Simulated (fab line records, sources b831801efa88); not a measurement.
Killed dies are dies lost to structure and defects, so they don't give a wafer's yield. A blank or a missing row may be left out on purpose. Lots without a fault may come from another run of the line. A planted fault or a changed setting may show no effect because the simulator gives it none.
Tool commonality check | flow gf180mcu | 11 lots, 33 wafers sampled

WHY IT WAS OPENED
At GF_HV_LDD_TW_MEAS_50 the reading HV_LDD_4_TW is flagged on 4 of 11 lots. Wafers without a fault read 567, standard deviation 3.7.
Rule: a lot is flagged when every wafer of it that has a number lies more than 4 standard deviations from that mean, or none has a number. The other lots count as sound.

lot  | measured     | on            | HV_LDD_4_TW, wafer by wafer | flag
L977 | day 12 11:14 | film_metro-03 | 572 567 570                 |
L978 | day 12 16:17 | film_metro-01 | 564 568 569                 |
L979 | day 13 04:32 | film_metro-03 | 573 573 570                 |
L980 | day 13 13:53 | film_metro-03 | 566 569 567                 |
L981 | day 13 19:37 | film_metro-01 | 563 568 566                 |
L982 | day 14 03:13 | film_metro-01 | 564 567 565                 |
L983 | day 14 07:09 | film_metro-03 | 571 573 571                 |
L987 | day 15 17:20 | film_metro-04 | 888 893 892                 | FLAGGED
L986 | day 15 20:50 | film_metro-01 | 887 893 891                 | FLAGGED
L988 | day 16 02:41 | film_metro-03 | 899 895 900                 | FLAGGED
L989 | day 16 11:38 | film_metro-04 | 885 886 888                 | FLAGGED
The numbers of the flagged lots are 891 on average: +324 against the usual, or +88 standard deviations.

WHICH TOOL RAN EACH LOT
The record holds 1 process step before the reading, out of a route of 602 steps. In each cell: the tool, then ch and the chambers that the sampled wafers went through, then the start.
lot  | flag    | GF_HV_LDD_IMPLANT_48
L977 |         | implanter-04 ch 0, day 12 11:01
L978 |         | implanter-04 ch 0, day 12 16:03
L979 |         | implanter-03 ch 0, day 13 04:19
L980 |         | implanter-04 ch 0, day 13 13:39
L981 |         | implanter-03 ch 0, day 13 19:22
L982 |         | implanter-03 ch 0, day 14 03:01
L983 |         | implanter-04 ch 0, day 14 06:56
L987 | FLAGGED | implanter-02 ch 0, day 15 17:05
L986 | FLAGGED | implanter-02 ch 0, day 15 20:35
L988 | FLAGGED | implanter-03 ch 0, day 16 02:27
L989 | FLAGGED | implanter-02 ch 0, day 16 11:20
What these steps do:
- GF_HV_LDD_IMPLANT_48
- GF_HV_LDD_TW_MEAS_50

FLAGGED OVER TOTAL, TOOL BY TOOL (the gauges that took the reading come last)
step                 | tool          | lots run | flagged | share of the flagged lots | sound lots run after its first flagged lot
GF_HV_LDD_IMPLANT_48 | implanter-02  | 3        | 3       | some                      | 0
GF_HV_LDD_IMPLANT_48 | implanter-03  | 4        | 1       | some                      | 0
GF_HV_LDD_IMPLANT_48 | implanter-04  | 4        | 0       | none                      | -
GF_HV_LDD_TW_MEAS_50 | film_metro-01 | 4        | 1       | some                      | 0
GF_HV_LDD_TW_MEAS_50 | film_metro-03 | 5        | 1       | some                      | 0
GF_HV_LDD_TW_MEAS_50 | film_metro-04 | 2        | 2       | some                      | 0

WHAT THE TABLE ALLOWS
No row of the table ran every flagged lot.

WHAT THE SIMULATOR HAD PUT IN
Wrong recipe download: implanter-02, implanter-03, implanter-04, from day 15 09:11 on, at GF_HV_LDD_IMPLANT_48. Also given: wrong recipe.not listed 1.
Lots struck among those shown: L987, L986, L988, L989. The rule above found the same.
